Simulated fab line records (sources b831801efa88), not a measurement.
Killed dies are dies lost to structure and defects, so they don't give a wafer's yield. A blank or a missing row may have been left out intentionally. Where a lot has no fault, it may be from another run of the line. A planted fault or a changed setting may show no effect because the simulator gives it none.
A struck lot beside a sound one | flow sky130 | 21 out of 708 route steps
Sound: these wafers, L348.3, L348.5, L348.6. Struck: wafers L349.2, L349.5, L349.6. The cause is named last.
Per side, at each step with rows, come the tool, then ch with its chambers, and then its first start. Under that, the readings that differ: sound wafers | struck wafers | difference of the means | sigmas: that difference in standard deviations of wafers without a fault.
alike: readings whose means differ by less than 2 such deviations, and words and numbers that are the same on both sides. not compared: withheld readings, readings that some wafer has no value for, bounds like >300 that may hide the same value, and numbers for which the record gives no deviation and whose values overlap.
Wherever a step has rows on one side only, a row that says differs or no value, or a row with sigmas, the two part there. When numbers do not overlap yet have no deviation, they are printed without sigmas and do not part them. Lack of a reading on every wafer of one side parts them only where that side has two or more wafers.

first, 3 steps without rows for these wafers: SKY_VT_ADJUST_HVTP_EXPOSE_04 (exposes mask HVTPM, target cd 380 nm); SKY_VT_ADJUST_HVTP_PEB_05; SKY_VT_ADJUST_HVTP_DEVELOP_06 (develop time 60 s).
SKY_VT_ADJUST_HVTP_CD_MEAS_07: the cd target is 380 nm.
  struck on cd_sem-02, day 7 17:17; sound on cd_sem-02, day 7 12:32
  alike: cd_nm
SKY_VT_ADJUST_HVTP_OVL_MEAS_08:
  struck on overlay-01, day 7 17:24; sound on overlay-01, day 7 12:38
  alike: VT_ADJUST_HVTP_OVL
next, for these wafers, 1 step has no rows: SKY_VT_ADJUST_HVTP_IMPLANT_09.
SKY_VT_ADJUST_HVTP_STRIP_10: strips in O2/N2.
  sound on plasma_asher-02 ch 0,1, day 7 12:50; struck on plasma_asher-03 ch 0,1, day 7 17:35
  alike: drypump_motor_current_A, oes_product_au, strip_time_to_endpoint_s
  not compared: rf_hours_counter_h
SKY_VT_ADJUST_HVTP_TW_MEAS_11:
  struck on film_metro-04, day 7 17:41; sound on film_metro-01, day 7 12:55
  reading           | sound          | struck         | difference | sigmas
  VT_ADJUST_HVTP_TW | 1349 1339 1352 | 1381 1382 1373 | +32        | +3
then, 4 steps without rows for these wafers: SKY_VT_ADJUST_LVTN_DEHYDRATE_00 (time 60 s); SKY_VT_ADJUST_LVTN_HMDS_01 (prime time 60 s); SKY_VT_ADJUST_LVTN_COAT_02 (resist thk 3000 nm); SKY_VT_ADJUST_LVTN_SOFTBAKE_03.
SKY_VT_ADJUST_LVTN_EXPOSE_04: exposes mask NWM COMPLEMENT LESS NATIVE, target cd 840 nm.
  sound on iline_stepper-01 ch 0, day 7 22:32; struck on iline_stepper-02 ch 0, day 8 03:37
  reading | sound                                                                                  | struck                  | difference | sigmas
  mask    | NWM_COMPLEMENT_LESS_NATIVE#0 NWM_COMPLEMENT_LESS_NATIVE#0 NWM_COMPLEMENT_LESS_NATIVE#0 | HVTPM#0 HVTPM#0 HVTPM#0 | differs    |
  alike: exposure_dose_mJ_cm2
then, 2 steps without rows for these wafers: SKY_VT_ADJUST_LVTN_PEB_05; SKY_VT_ADJUST_LVTN_DEVELOP_06 (develop time 60 s).
SKY_VT_ADJUST_LVTN_OVL_MEAS_07:
  struck on overlay-01, day 8 13:26; sound on overlay-01, day 8 09:13
  reading                 | sound         | struck | difference                    | sigmas
  VT_ADJUST_LVTN_OVL (nm) | -0.4 0.2 -1.0 | - - -  | no value on the struck wafers |
next, for these wafers, 1 step has no rows: SKY_VT_ADJUST_LVTN_IMPLANT_08.
SKY_VT_ADJUST_LVTN_STRIP_09: strips in O2/N2.
  sound on plasma_asher-03 ch 0,1, day 8 09:25; struck on plasma_asher-03 ch 0,1, day 8 13:37
  alike: drypump_motor_current_A, oes_product_au, strip_time_to_endpoint_s
  not compared: rf_hours_counter_h
SKY_VT_ADJUST_LVTN_TW_MEAS_10:
  struck on film_metro-01, day 8 13:43; sound on film_metro-03, day 8 09:31
  reading           | sound             | struck         | difference | sigmas
  VT_ADJUST_LVTN_TW | 243.7 242.5 243.8 | 29.7 29.9 30.2 | -213.4     | -99 or more
then, 1 step without rows for these wafers: SKY_VT_ADJUST_LVTN_DEHYDRATE_11 (time 60 s).
-- here the record skips 39 days between the struck wafers' starts before and after, leaving off in module VT_ADJUST_LVTN and picking up in module PAD_OPEN (first step shown: number 708 of the route) --
SKY_PAD_OPEN_PROBE_99:
  struck on prober-01, day 47 11:08; sound on prober-02, day 47 07:00
  reading                                   | sound       | struck      | difference | sigmas
  killed_at_contacts                        | 21 15       | 28 29       | +10        | +2
  killed_at_front_end                       | 18 15       | 414 411     | +396       | +79
  killed_dies                               | 89 68       | 492 492     | +414       | +46
  killed_on_rim                             | 14 13       | 96 96       | +82        | +22
  killed_open                               | 49 35       | 68 56       | +20        | +3
  model.etest.tip_p.rs_ohm_sq               | 6792 6859   | 6340 6320   | -496       |
  model.etest.pfet_01v8.r_on_ohm_um         | 2824 2836   | 2656 2643   | -180       |
  model.etest.nfet_01v8_lvt.drive_ua_um     | 572.1 568.7 | 593.6 603.5 | +28.1      |
  model.etest.pfet_01v8.drive_ua_um         | 200 197.3   | 228.3 229.5 | +30.2      |
  model.etest.nfet_01v8.drive_ua_um         | 495 500.9   | 507.4 520.2 | +15.8      |
  model.etest.nfet_01v8_turned.drive_ua_um  | 496.9 498.7 | 507.3 520.1 | +15.9      |
  model.etest.nfet_01v8_swapped.drive_ua_um | 498.3 501   | 503.9 520.6 | +12.6      |
  model.etest.pfet_01v8_mvt.drive_ua_um     | 155.3 155.3 | 183.1 185.2 | +28.8      |
  alike: killed_at_M0_to_M3, killed_at_M4_up, killed_at_other, killed_short

== WHERE THEY PART ==
Earliest at SKY_VT_ADJUST_HVTP_TW_MEAS_11; latest, in this record, at SKY_PAD_OPEN_PROBE_99.

WHY: what had been put in by the simulator
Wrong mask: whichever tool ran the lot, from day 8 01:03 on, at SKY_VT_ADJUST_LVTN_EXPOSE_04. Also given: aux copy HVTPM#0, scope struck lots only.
